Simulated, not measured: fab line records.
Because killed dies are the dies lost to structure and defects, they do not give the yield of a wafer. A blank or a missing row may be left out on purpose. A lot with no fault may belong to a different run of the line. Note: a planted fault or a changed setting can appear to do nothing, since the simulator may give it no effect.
Code-filled problem report in 8D (eight disciplines) form -- flow sky130 -- the parts of the form that need people (team, actions taken, sign-off) are left out

1. THE PROBLEM
Wafers free of any fault read 180.5 nm (standard deviation 1.4) for POLY_GATE_CVD_00_THK at SKY_POLY_GATE_THK_MEAS_01, against a mean of 148.8 nm on 9 wafers of 3 lots. Relative to the usual mean, that is a shift of -23 standard deviations.
Earliest sighting: wafer L648.4 on film metro-01 at day 19 05:40. Wafers with a number at this step in the record: 30, from 10 lots. By rule, "out" or "out of limits" means more than 4 standard deviations away from the usual mean. Any other wafer with a number is counted as sound.

2. WHAT IT IS, AND WHAT IT ISN'T
question,is,is not
which readings at this step,POLY_GATE_CVD_00_THK,-
which lots,"L648, L649, L650","L635, L636, L638, L639, L642, L646, L647"
which wafers of those lots,all that have a number,-
read on which gauges,"film metro-01, film metro-03",film metro-02
when,from day 19 05:40,up to then (21 sound wafers)

3. SUSPECTS, AND WHAT RULES EACH OUT
Counting: any tool at a process step up to the reading is kept as a suspect provided that every lot that is out went through it and no sound lot did after the first of them.
- the gauge at SKY_POLY_GATE_THK_MEAS_01: ruled out. The wafers that are out were read on 2 gauges (film metro-01, film metro-03).
- lpcvd-01 at SKY_POLY_GATE_CVD_00 (deposits poly-Si, target thk 180 nm, time 720 s): kept. It ran every lot that is out, first L648 (day 19 04:26), and no sound lot after that; its last sound lot up to then is L647 (day 18 19:14). On those wafers its own readings are out: spike tc bottom C, spike tc centre C, spike tc lower C, spike tc upper C.
Remaining after the count: lpcvd-01 at SKY_POLY_GATE_CVD_00.

4. THE CAUSE (what the simulator had put in)
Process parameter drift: lpcvd-01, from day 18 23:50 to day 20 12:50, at SKY_POLY_GATE_CVD_00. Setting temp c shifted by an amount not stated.
The count eliminated every tool but this one.

5. THE CHAIN OF EFFECTS, in route order
One row per reading whose mean, taken over the struck wafers that have a number, lies over 3 standard deviations from the usual. Readings are gone through only where the record gives a usual standard deviation; hours: the median, over the lots, of the time from a lot's start at the first step in this table giving one to that lot's start at this step; sigmas: the change measured in usual standard deviations.
hours,step,reading,usual,on struck wafers,change,sigmas
0,SKY_POLY_GATE_CVD_00,spike tc bottom C,642.3 C,634.0,-8.3,-6.9
0,SKY_POLY_GATE_CVD_00,spike tc centre C,621.6 C,613.0,-8.6,-7.8
0,SKY_POLY_GATE_CVD_00,spike tc lower C,620.4 C,611.9,-8.5,-6.6
0,SKY_POLY_GATE_CVD_00,spike tc upper C,618.9 C,610.4,-8.5,-7.1
1,SKY_POLY_GATE_THK_MEAS_01,POLY_GATE_CVD_00_THK,180.5 nm,148.8,-31.7,-23
65,SKY_POLY_GATE_ETCH_17,oes product au,0.988 a.u.,0.871,-0.117,-15
It contains these process steps:
- SKY_POLY_GATE_CVD_00: deposits poly-Si, target thk 180 nm, time 720 s.
- SKY_POLY_GATE_ETCH_17: etches poly-Si in HBr/Cl2, stops on SiO2, target depth 180 nm, time 70.5 s.
Later steps that measure or inspect, where all struck wafers having a row at the step show a number for every such reading and not one has moved that far: SKY_METAL2_RS_MEAS_05, SKY_CAPM_OVL_MEAS_12.

6. HOW IT WOULD HAVE BEEN CAUGHT EARLIER
The first out-of-limits reading at a measuring or inspecting step in this record came at day 19 05:40, 6 hours after the fault's start at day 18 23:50.
The tool's own readings at SKY_POLY_GATE_CVD_00 were out on every struck wafer that the step has a row for (spike tc bottom C, spike tc centre C, spike tc lower C, spike tc upper C): an alarm limit on them would have fired on the first of those.
Among the 3 lots that are out, L649, L650 began SKY_POLY_GATE_CVD_00 on lpcvd-01 after day 19 05:40. A hold on the tool at that time would have spared those 2.
